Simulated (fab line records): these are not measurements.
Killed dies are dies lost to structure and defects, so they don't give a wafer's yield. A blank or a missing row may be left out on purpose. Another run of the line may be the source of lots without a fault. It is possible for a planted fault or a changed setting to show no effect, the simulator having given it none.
Which of the tools did it? -- flow sky130 -- 15 lots, 45 wafers sampled, at 4 steps of a route of 708

## WHAT THE GAUGES READ, wafer by wafer
SKY_METAL1_CD_MEAS_15: target cd 140 nm. Usual: 140.1 nm for cd nm, sd 1.3.
lot,measured,on,cd nm (nm),flag
L113,day 34 03:52,cd sem-01,140.2 141.6 140.2,
L112,day 34 05:55,cd sem-01,141.2 144.3 141.3,
L114,day 34 07:57,cd sem-01,139.5 138.9 139.5,
L115,day 34 09:37,cd sem-01,139.1 140.4 140.1,
L116,day 34 19:05,cd sem-01,139.2 138.4 139.5,
L119,day 35 15:53,cd sem-01,141.1 141.4 141.5,
L120,day 35 16:11,cd sem-02,140.7 139.2 141.4,
L121,day 36 02:31,cd sem-01,139.8 140.3 138.8,
L122,day 36 13:38,cd sem-01,138.6 141.7 138.8,
L125,day 37 03:11,cd sem-02,140.3 141.2 140.8,
L126,day 37 16:04,cd sem-01,142.3 141.7 141.0,
L129,day 38 04:50,cd sem-02,141.6 140.5 141.1,
L131,day 38 23:13,cd sem-01,139.0 140.0 139.8,
L133,day 39 20:08,cd sem-02,140.0 139.4 140.6,
L135,day 39 22:13,cd sem-02,137.6 139.4 140.4,

SKY_VIA1_CD_MEAS_12: target cd 150 nm. Usual: 149.8 nm for cd nm, sd 1.6.
lot,measured,on,cd nm (nm),flag
L113,day 35 07:46,cd sem-02,149.2 149.6 148.4,
L112,day 35 09:26,cd sem-02,149.0 149.7 148.6,
L114,day 35 12:16,cd sem-01,151.5 151.2 150.7,
L115,day 35 14:04,cd sem-02,150.5 151.9 151.7,
L116,day 35 23:08,cd sem-01,149.0 149.6 146.6,
L122,day 37 18:08,cd sem-01,150.6 150.8 151.6,
L125,day 38 07:05,cd sem-01,150.0 150.0 150.3,
L126,day 38 18:28,cd sem-01,148.0 150.3 150.0,
L129,day 39 07:06,cd sem-01,148.3 148.7 149.8,
L131,day 40 02:22,cd sem-01,151.0 150.4 148.9,
L133,day 40 22:25,cd sem-01,149.3 152.2 150.2,
L135,day 41 00:10,cd sem-02,147.1 144.9 146.0,

## WHAT TOOL EACH LOT RAN ON (gives the tool, then ch and the chambers of the sampled wafers, and finally the start)
lot,SKY_LOCAL_INTERCONNECT_STRIP_15,SKY_METAL1_STRIP_20
L113,"plasma asher-04 ch 0,1, day 31 18:38","plasma asher-01 ch 0,1, day 34 04:11"
L112,"plasma asher-04 ch 0,1, day 31 20:49","plasma asher-01 ch 0,1, day 34 06:16"
L114,"plasma asher-04 ch 0,1, day 31 21:10","plasma asher-03 ch 0, day 34 08:16"
L115,"plasma asher-04 ch 0,1, day 31 23:19","plasma asher-01 ch 0,1, day 34 09:56"
L116,"plasma asher-04 ch 0,1, day 32 09:01","plasma asher-04 ch 0,1, day 34 19:26"
L119,"plasma asher-02 ch 0, day 33 06:28","plasma asher-01 ch 0,1, day 35 16:13"
L120,"plasma asher-01 ch 0, day 33 07:07","plasma asher-03 ch 0,1, day 35 16:32"
L121,"plasma asher-04 ch 0,1, day 33 17:32","plasma asher-01 ch 0,1, day 36 02:50"
L122,"plasma asher-04 ch 0,1, day 34 05:32","plasma asher-01 ch 0,1, day 36 14:10"
L125,"plasma asher-01 ch 0,1, day 34 19:13","plasma asher-01 ch 0,1, day 37 03:38"
L126,"plasma asher-01 ch 0,1, day 35 06:53","plasma asher-03 ch 0,1, day 37 16:23"
L129,"plasma asher-02 ch 0,1, day 35 20:56","plasma asher-03 ch 0,1, day 38 05:10"
L131,"plasma asher-01 ch 0,1, day 36 16:09","plasma asher-03 ch 0,1, day 38 23:32"
L133,"plasma asher-04 ch 0,1, day 37 14:43","plasma asher-01 ch 0,1, day 39 20:28"
L135,"plasma asher-04 ch 0,1, day 37 17:04","plasma asher-04 ch 0,1, day 39 22:32"
- SKY_LOCAL_INTERCONNECT_STRIP_15: strips in O2/N2.
- SKY_METAL1_STRIP_20: strips in O2/N2.

## WHAT THE TOOLS THEMSELVES READ (means of the sampled wafers that have a number; where no wafer has one, the mark that the record gives instead)
SKY_LOCAL_INTERCONNECT_STRIP_15. Usual: chamber pressure mTorr 1499.9 mTorr, standard deviation 1.2; drypump motor current A 5.8 A, standard deviation 0.43; oes product au 0.427 a.u., standard deviation 0.0045; strip time to endpoint s 4.732 s, standard deviation 0.016.
lot,tool,chamber pressure mTorr (mTorr),drypump motor current A (A),oes product au (a.u.),strip time to endpoint s (s),flag
L113,plasma asher-04,1499.4,6.2,0.428,4.743,
L112,plasma asher-04,1499.6,6.2,0.426,4.735,
L114,plasma asher-04,1499.7,6.1,0.426,4.727,
L115,plasma asher-04,1499.4,6.1,0.425,4.730,
L116,plasma asher-04,1500.7,6.1,0.424,4.755,
L119,plasma asher-02,1497.9,5.7,0.426,4.744,
L120,plasma asher-01,1502.0,5.2,0.425,4.734,
L121,plasma asher-04,1499.8,6.1,0.433,4.736,
L122,plasma asher-04,1498.6,6.1,0.433,4.757,
L125,plasma asher-01,1499.5,5.5,0.424,4.729,
L126,plasma asher-01,1499.6,5.5,0.426,4.717,
L129,plasma asher-02,1501.3,5.3,0.426,4.723,
L131,plasma asher-01,1501.1,5.4,0.424,4.727,
L133,plasma asher-04,1500.2,6.0,0.430,4.746,
L135,plasma asher-04,1498.6,6.2,0.433,4.745,

SKY_METAL1_STRIP_20. Usual: chamber pressure mTorr 1500.1 mTorr, standard deviation 1.4; drypump motor current A 5.7 A, standard deviation 0.34; oes product au 0.344 a.u., standard deviation 0.0051; strip time to endpoint s 2.73 s, standard deviation 0.058.
lot,tool,chamber pressure mTorr (mTorr),drypump motor current A (A),oes product au (a.u.),strip time to endpoint s (s),flag
L113,plasma asher-01,1500.3,5.4,0.345,2.72,
L112,plasma asher-01,1498.7,5.5,0.352,2.80,
L114,plasma asher-03,1499.6,5.6,0.344,2.78,
L115,plasma asher-01,1501.2,5.4,0.347,2.71,
L116,plasma asher-04,1500.4,6.2,0.343,2.72,
L119,plasma asher-01,-,-,-,-,OFF
L120,plasma asher-03,-,-,-,-,OFF
L121,plasma asher-01,-,-,-,-,OFF
L122,plasma asher-01,1498.2,5.4,0.346,2.80,
L125,plasma asher-01,1500.1,5.4,0.343,2.70,
L126,plasma asher-03,1499.6,5.6,0.346,2.70,
L129,plasma asher-03,1502.1,5.6,0.347,2.79,
L131,plasma asher-03,1500.4,5.6,0.339,2.66,
L133,plasma asher-01,1499.6,5.4,0.346,2.70,
L135,plasma asher-04,1500.8,6.1,0.347,2.76,

## THE ANSWER, worked out from the rows above alone
Rule: a lot is off if the mean of its wafers that have a number lies more than 3 standard deviations from the usual mean. Also off: a lot with no number at a reading for which 4 or more lots have one. All remaining lots with rows at the step are treated as sound. Order of review: gauges by route order, followed by the tools' own readings, for which a lot's mean as printed above is used. The first step at which some lot is off is used, and at that step the reading that is off furthest; a lot without a number counts as furthest.
Off: L119, L120, L121, at SKY_METAL1_STRIP_20 (chamber pressure mTorr). Without a number there: L119, L120, L121.
If a tool, at that step or one of the process steps before it, ran each lot that is off and ran no sound lot following the first of them, it fits. Of those tried, none fits.

## WHAT WAS PUT IN BY THE SIMULATOR
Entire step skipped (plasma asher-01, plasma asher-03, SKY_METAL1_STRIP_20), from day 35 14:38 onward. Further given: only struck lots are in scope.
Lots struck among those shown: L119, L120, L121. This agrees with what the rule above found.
